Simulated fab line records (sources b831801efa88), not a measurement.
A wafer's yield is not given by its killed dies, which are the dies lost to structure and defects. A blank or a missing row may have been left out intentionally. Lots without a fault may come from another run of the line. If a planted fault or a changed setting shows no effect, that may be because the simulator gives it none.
fab line records + flow sky130 + part 2 of 2: steps 29 to 29 of 29
[record]
- lots = 7
- wafers = 21
- lastDay = 49
route steps=708 shown METAL2@495 VIA2@507 PAD_OPEN@708
lots untouched by any fault: they come from a run of this same line in which no faults occurred
startH: hours from the record's opening day to when the first of the lot's shown wafers began + waitH: hours elapsed since this lot's preceding step + " as in the row above + L1.1+2: several wafers, shown together as one row + - either no value or no given start + * or withheld: withheld + < > ~ a bound
route shown NAME@n: a module of which the file shows steps, and the number in the route of the first + usual: the fault-free wafers' mean and standard deviation + same: alike in all rows + chamber/n: place in a boat + sites: per-site readings + _std_site: how widely they spread, as a standard deviation + _edge_site: inner sites' mean taken away from outer sites' mean + radiusMm: for every site, how far away it sits from the centre of the wafer + mask NAME#n: copy n + behind: tool/chamber where the wafer was last shaped + hold: reason for holding the lot/hours on hold/outcome of the hold + device: the n, p or np transistor that did not switch + end of line: at the end of the route, the tests of the same wafers + where a step has no rows: the recipe by itself + killed: dies lost to structure and defects at the first sort, not the wafer's yield + map: a wafer's dies, marking killed ones x, the rest . and places with no die _
set.NAME: setting as actually run; set.NAME@STEP: the setting as run at that earlier step + model.NAME: the simulator's own value behind a step, which no gauge read
a table for each step, a row for each wafer; lots at some steps of the route
services: a tool's chamber out of use, with start hour (startH, from the record's first day; less than 0 if before it), hours out, and reason
[[steps]]
[step SKY_PAD_OPEN_PROBE_99]
[usual]
- defectLimitedYield = 82.1/1.9
- killed_at_M0_to_M3 = 44/7.3
- killed_at_M4_up = 3.5/1.8
- killedAtContacts = 24/5.8
- killedAtFrontEnd = 16/4.3
- killedAtOther = 0.5/0.68
- killedDies = 88/9.4
- killedOnRim = 17/3.7
- killedOpen = 48/6.8
- killedShort = 40/6.1
- sort_bin_3_pad_short = 0.9/0.39
- sort_bin_5_function = 10.5/1.4
- sort_bin_6_memory = 6.4/1.1
- sortNPass = 404/9.4
- sortYieldPct = 82.1/1.9
[same]
- grossDies = 492
- killedAtBackSide = 0
- sort_bin_4_leakage[%] = 0
- sort_bin_8_speed[%] = 0
| lot.wafer | tool      | chamber | startH  | waitH | defectLimitedYield[%] | killed_at_M0_to_M3 | killed_at_M4_up | killedAtContacts | killedAtFrontEnd | killedAtOther | killedDies | killedOnRim | killedOpen | killedShort | sort_bin_3_pad_short[%] | sort_bin_5_function[%] | sort_bin_6_memory[%] | sortNPass | sortYieldPct[%] |
|-----------|-----------|---------|---------|-------|-----------------------|--------------------|-----------------|------------------|------------------|---------------|------------|-------------|------------|-------------|-------------------------|------------------------|----------------------|-----------|-----------------|
| L456.1    | prober-01 | -       | 1133.87 | 0.1   | 0                     | 483                | 0               | 5                | 4                | 0             | 492        | 96          | 10         | 6           | 25.8                    | 71.5                   | 2.6                  | 0         | 0               |
| L456.3    | prober-01 | -       | 1133.97 | 0.2   | 0                     | 480                | 0               | 8                | 4                | 0             | 492        | 96          | 12         | 10          | 24.8                    | 72.0                   | 3.3                  | 0         | 0               |
| L456.5    | prober-01 | -       | 1134.07 | 0.2   | 0                     | 485                | 2               | 4                | 1                | 0             | 492        | 96          | 7          | 9           | 23.0                    | 74.4                   | 2.6                  | 0         | 0               |
| L457.2    | prober-02 | -       | 1142.30 | 0.1   | 0                     | 485                | 0               | 5                | 2                | 0             | 492        | 96          | 7          | 12          | 23.4                    | 74.6                   | 2.0                  | 0         | 0               |
| L457.5    | prober-02 | -       | 1142.45 | 0.2   | 0                     | 482                | 1               | 5                | 4                | 0             | 492        | 96          | 17         | 7           | 26.2                    | 72.2                   | 1.6                  | 0         | 0               |
| L457.6    | prober-02 | -       | 1142.50 | 0.2   | 0                     | 480                | 3               | 8                | 1                | 0             | 492        | 96          | 9          | 13          | 23.6                    | 72.8                   | 3.7                  | 0         | 0               |
| L458.1    | prober-01 | -       | 1146.46 | 0.1   | 0                     | 484                | 3               | 2                | 3                | 0             | 492        | 96          | 3          | 11          | 23.2                    | 73.6                   | 3.3                  | 0         | 0               |
| L458.2    | prober-01 | -       | 1146.51 | 0.1   | 0                     | 486                | 1               | 3                | 2                | 0             | 492        | 96          | 9          | 13          | 25.6                    | 70.9                   | 3.5                  | 0         | 0               |
| L458.4    | prober-01 | -       | 1146.61 | 0.2   | 0                     | 488                | 0               | 1                | 3                | 0             | 492        | 96          | 5          | 9           | 23.6                    | 74.4                   | 2.0                  | 0         | 0               |
| L460.3    | prober-02 | -       | 1153.84 | 0.2   | 79.7                  | 41                 | 3               | 30               | 26               | 0             | 100        | 22          | 61         | 39          | 1.0                     | 10.6                   | 8.7                  | 392       | 79.7            |
| L460.4    | prober-02 | -       | 1153.89 | 0.2   | 80.9                  | 42                 | 2               | 26               | 24               | 0             | 94         | 22          | 46         | 48          | 0.4                     | 12.8                   | 5.9                  | 398       | 80.9            |
| L460.6    | prober-02 | -       | 1153.99 | 0.2   | 81.3                  | 43                 | 3               | 25               | 20               | 1             | 92         | 18          | 50         | 41          | 0.4                     | 11.6                   | 6.7                  | 400       | 81.3            |
| L461.2    | prober-02 | -       | 1162.49 | 0.1   | 83.3                  | 42                 | 5               | 22               | 13               | 0             | 82         | 23          | 41         | 39          | 1.0                     | 10.4                   | 5.3                  | 410       | 83.3            |
| L461.3    | prober-02 | -       | 1162.54 | 0.2   | 84.3                  | 33                 | 2               | 21               | 21               | 0             | 77         | 9           | 49         | 28          | 0.8                     | 8.7                    | 6.1                  | 415       | 84.3            |
| L461.5    | prober-02 | -       | 1162.64 | 0.2   | 82.5                  | 43                 | 6               | 19               | 17               | 1             | 86         | 18          | 38         | 48          | 0.6                     | 11.0                   | 5.9                  | 406       | 82.5            |
| L464.3    | prober-02 | -       | 1181.33 | 0.2   | 79.5                  | 49                 | 5               | 33               | 14               | 0             | 101        | 24          | 59         | 41          | 1.6                     | 11.2                   | 7.7                  | 391       | 79.5            |
| L464.4    | prober-02 | -       | 1181.38 | 0.2   | 83.3                  | 51                 | 3               | 17               | 10               | 1             | 82         | 17          | 40         | 40          | 1.2                     | 9.3                    | 6.1                  | 410       | 83.3            |
| L464.5    | prober-02 | -       | 1181.43 | 0.2   | 87.4                  | 24                 | 3               | 17               | 17               | 1             | 62         | 15          | 28         | 30          | 0                       | 7.5                    | 5.1                  | 430       | 87.4            |
// killed by level:class
L456.1 VIA2:lostPattern=476 CONTACT:geometricParticle:open=3 VIA3:geometricParticle:open=3 FIELD_ISO:geometricParticle:open=2 SPACER:geometricParticle:short=2 METAL1:geometricParticle:short=1 LI_CONTACT:geometricParticle:short=1 LI_CONTACT:geometricParticle:open=1
L456.3 VIA2:lostPattern=469 VIA3:geometricParticle:open=3 CONTACT:geometricParticle:open=3 VIA1:geometricParticle:open=3 FIELD_ISO:geometricParticle:short=2 LI_CONTACT:geometricParticle:short=2 CONTACT:geometricParticle:short=2 FIELD_ISO:geometricParticle:open=1
L456.5 VIA2:lostPattern=475 VIA3:geometricParticle:open=3 LI_CONTACT:geometricParticle:open=2 VIA1:geometricParticle:short=2 METAL4:geometricParticle:short=2 POLY_GATE:geometricParticle:short=1 VIA2:geometricParticle:open=1 LOCAL_INTERCONNECT:geometricParticle:short=1
L457.2 VIA2:lostPattern=470 LOCAL_INTERCONNECT:geometricParticle:short=3 VIA1:geometricParticle:short=3 VIA2:areaHdpcvd=3 CONTACT:geometricParticle:open=2 VIA3:geometricParticle:open=2 VIA3:geometricParticle:short=2 POLY_GATE:geometricParticle:open=1
L457.5 VIA2:lostPattern=466 VIA1:geometricParticle:open=5 CONTACT:geometricParticle:open=3 VIA1:geometricParticle:short=2 VIA2:geometricParticle:open=2 VIA3:geometricParticle:open=2 VIA2:areaHdpcvd=2 POLY_GATE:geometricParticle:open=1
L457.6 VIA2:lostPattern=467 METAL1:geometricParticle:short=3 METAL4:geometricParticle:short=3 VIA2:areaHdpcvd=3 LI_CONTACT:geometricParticle:open=2 CONTACT:geometricParticle:short=2 CONTACT:geometricParticle:open=2 METAL2:geometricParticle:short=2
L458.1 VIA2:lostPattern=477 METAL2:geometricParticle:short=3 METAL4:geometricParticle:short=3 POLY_GATE:geometricParticle:short=2 LI_CONTACT:geometricParticle:open=2 SPACER:geometricParticle:short=1 METAL1:geometricParticle:short=1 VIA1:geometricParticle:open=1
L458.2 VIA2:lostPattern=467 METAL1:geometricParticle:short=5 VIA2:geometricParticle:open=3 VIA3:geometricParticle:open=3 VIA2:areaHdpcvd=3 CONTACT:geometricParticle:open=2 VIA3:geometricParticle:short=2 FIELD_ISO:geometricParticle:short=1
L458.4 VIA2:lostPattern=477 VIA1:geometricParticle:open=4 POLY_GATE:geometricParticle:short=2 VIA1:geometricParticle:short=2 METAL2:geometricParticle:short=2 FIELD_ISO:geometricParticle:short=1 CONTACT:geometricParticle:open=1 METAL1:geometricParticle:short=1
L460.3 CONTACT:geometricParticle:open=12 LI_CONTACT:geometricParticle:open=11 VIA1:geometricParticle:open=8 METAL1:geometricParticle:short=7 POLY_GATE:geometricParticle:short=7 FIELD_ISO:geometricParticle:open=6 METAL2:geometricParticle:short=6 VIA2:geometricParticle:open=6
L460.4 CONTACT:geometricParticle:open=8 VIA1:geometricParticle:open=8 METAL2:geometricParticle:short=8 POLY_GATE:geometricParticle:open=7 LI_CONTACT:geometricParticle:open=7 LOCAL_INTERCONNECT:geometricParticle:short=6 FIELD_ISO:geometricParticle:short=5 POLY_GATE:geometricParticle:short=5
L460.6 METAL1:geometricParticle:short=8 LI_CONTACT:geometricParticle:open=8 VIA1:geometricParticle:open=8 CONTACT:geometricParticle:open=6 VIA2:geometricParticle:open=6 FIELD_ISO:geometricParticle:open=5 CONTACT:geometricParticle:short=5 VIA3:geometricParticle:open=5
L461.2 VIA3:geometricParticle:open=11 VIA1:geometricParticle:open=10 METAL2:geometricParticle:short=9 POLY_GATE:geometricParticle:short=7 LI_CONTACT:geometricParticle:open=5 CONTACT:geometricParticle:open=5 LOCAL_INTERCONNECT:geometricParticle:short=4 CONTACT:geometricParticle:short=4
L461.3 VIA1:geometricParticle:open=10 LI_CONTACT:geometricParticle:open=9 POLY_GATE:geometricParticle:open=8 FIELD_ISO:geometricParticle:short=7 VIA3:geometricParticle:open=7 CONTACT:geometricParticle:open=5 CONTACT:geometricParticle:short=4 METAL1:geometricParticle:short=4
L461.5 VIA1:geometricParticle:open=9 VIA3:geometricParticle:open=7 LOCAL_INTERCONNECT:geometricParticle:short=7 FIELD_ISO:geometricParticle:short=6 METAL2:geometricParticle:short=6 CONTACT:geometricParticle:open=5 METAL1:geometricParticle:short=5 VIA2:geometricParticle:open=5
L464.3 VIA1:geometricParticle:open=19 CONTACT:geometricParticle:open=10 CONTACT:geometricParticle:short=8 LI_CONTACT:geometricParticle:open=7 VIA3:geometricParticle:open=6 METAL2:geometricParticle:short=6 VIA2:geometricParticle:open=6 METAL3:geometricParticle:short=4
L464.4 VIA1:geometricParticle:open=11 METAL1:geometricParticle:short=8 VIA2:geometricParticle:open=7 METAL2:geometricParticle:short=7 CONTACT:geometricParticle:open=6 LI_CONTACT:geometricParticle:open=5 VIA1:geometricParticle:short=4 VIA3:geometricParticle:open=4
L464.5 VIA1:geometricParticle:open=5 LI_CONTACT:geometricParticle:open=5 LOCAL_INTERCONNECT:geometricParticle:short=5 VIA1:geometricParticle:short=5 POLY_GATE:geometricParticle:short=4 POLY_GATE:geometricParticle:open=3 CONTACT:geometricParticle:open=3 VIA2:geometricParticle:open=3
// map L456.1 (x killed, . not)
__________xxxxxxxxxx_________
________xxxxxxxxxxxxxx_______
______xxxxxxxxxxxxxxxxxx_____
_____xxxxxxxxxxxxxxxxxxxx____
____xxxxxxxxxxxxxxxxxxxxxx___
___xxxxxxxxxxxxxxxxxxxxxxxx__
__xxxxxxxxxxxxxxxxxxxxxxxxxx_
_xxxxxxxxxxxxxxxxxxxxxxxxxxxx
_xxxxxxxxxxxxxxxxxxxxxxxxxxxx
_xxxxxxxxxxxxxxxxxxxxxxxxxxxx
_xxxxxxxxxxxxxxxxxxxxxxxxxxxx
_xxxxxxxxxxxxxxxxxxxxxxxxxxxx
_xxxxxxxxxxxxxxxxxxxxxxxxxxxx
_xxxxxxxxxxxxxxxxxxxxxxxxxxxx
_xxxxxxxxxxxxxxxxxxxxxxxxxxxx
__xxxxxxxxxxxxxxxxxxxxxxxxxx_
___xxxxxxxxxxxxxxxxxxxxxxxx__
____xxxxxxxxxxxxxxxxxxxxxx___
_____xxxxxxxxxxxxxxxxxxxx____
______xxxxxxxxxxxxxxxxxx_____
________xxxxxxxxxxxxxx_______
__________xxxxxxxxxx_________
// map L457.2 (x killed, . not)
__________xxxxxxxxxx_________
________xxxxxxxxxxxxxx_______
______xxxxxxxxxxxxxxxxxx_____
_____xxxxxxxxxxxxxxxxxxxx____
____xxxxxxxxxxxxxxxxxxxxxx___
___xxxxxxxxxxxxxxxxxxxxxxxx__
__xxxxxxxxxxxxxxxxxxxxxxxxxx_
_xxxxxxxxxxxxxxxxxxxxxxxxxxxx
_xxxxxxxxxxxxxxxxxxxxxxxxxxxx
_xxxxxxxxxxxxxxxxxxxxxxxxxxxx
_xxxxxxxxxxxxxxxxxxxxxxxxxxxx
_xxxxxxxxxxxxxxxxxxxxxxxxxxxx
_xxxxxxxxxxxxxxxxxxxxxxxxxxxx
_xxxxxxxxxxxxxxxxxxxxxxxxxxxx
_xxxxxxxxxxxxxxxxxxxxxxxxxxxx
__xxxxxxxxxxxxxxxxxxxxxxxxxx_
___xxxxxxxxxxxxxxxxxxxxxxxx__
____xxxxxxxxxxxxxxxxxxxxxx___
_____xxxxxxxxxxxxxxxxxxxx____
______xxxxxxxxxxxxxxxxxx_____
________xxxxxxxxxxxxxx_______
__________xxxxxxxxxx_________
[[services]]
| tool           | chamber | startH | hours | kind                          |
|----------------|---------|--------|-------|-------------------------------|
| rieDiel-03     | -       | 852.50 | 1.5   | repair                        |
| rieDiel-03     | 2       | 861.37 | 11.7  | repair                        |
| plasmaAsher-01 | -       | 863.68 | 1.1   | repair                        |
| rieDiel-01     | 1       | 864.55 | 8.2   | repair                        |
| cmp-01         | -       | 876.30 | 3.9   | pm                            |
| hdpcvd-02      | 1       | 878.31 | 19.7  | repair                        |
| cmp-02         | -       | 884.25 | 6.9   | pm                            |
| hdpcvd-02      | 0       | 884.40 | 9.4   | repair                        |
| rieDiel-03     | 1       | 886.51 | 6.2   | repair                        |
| rieDiel-03     | 2       | 897.97 | 2.9   | repair                        |
| cmp-01         | -       | 903.75 | 0.4   | repair                        |
| rieMetal-04    | -       | 904.66 | 0.3   | repair                        |
| rieDiel-01     | -       | 908.82 | 0.8   | repair                        |
| cmp-02         | -       | 915.22 | 4.0   | pm                            |
| cmp-02         | -       | 919.22 | -     | consumableReplace:conditioner |
| cmp-02         | -       | 919.22 | -     | consumableReplace:pad         |
| rieDiel-03     | -       | 931.91 | 0.8   | repair                        |
| plasmaAsher-03 | -       | 933.10 | 1.2   | repair                        |
| rieMetal-04    | 0       | 948.33 | 18.1  | repair                        |
| plasmaAsher-01 | -       | 949.66 | 28.1  | pm                            |
| hdpcvd-02      | -       | 950.25 | 15.0  | pm                            |
| hdpcvd-02      | 0       | 950.25 | 15.0  | ventCycle                     |
| hdpcvd-01      | -       | 950.68 | 0.7   | repair                        |
| plasmaAsher-01 | -       | 977.76 | 2.8   | pm                            |
[[key]]
[firstSign]
- step = SKY_VIA2_HDPCVD_00
- reading = toolRecord
- direction = missing
[effect]
- step = SKY_VIA2_ETCH_15
- reading = oesProductAu
- direction = down
- sigmas = 99+
- usual = 0.940
- struck = 0.375
[effect]
- step = SKY_PAD_OPEN_PROBE_99
- reading = killed_at_M0_to_M3
- direction = up
- sigmas = 60
- usual = 44
- struck = 484
[modelEffect]
- step = SKY_VIA2_ETCH_15
- value = etch.depthNm
- without = 494.8
- struck = 0
metAt SKY_VIA2_HDPCVD_00
struckWafers L456.1,L456.3,L456.5,L457.2,L457.5,L457.6,L458.1,L458.2,L458.4
laterRowsLeftOut L456.1,L456.3,L456.5,L457.2,L457.5,L457.6,L458.1,L458.2,L458.4
onsetBetween 872.06 895.54
[fault]
- kind = skippedStepWhole
- tool = hdpcvd-01,hdpcvd-02
- chamber = -
- onsetH = 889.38
- steps = SKY_VIA2_HDPCVD_00
- scope = struckLotsOnly
// laterRowsLeftOut: the simulator's readings of these wafers behind a module that went badly wrong aren't trusted and aren't shown, but for the sort
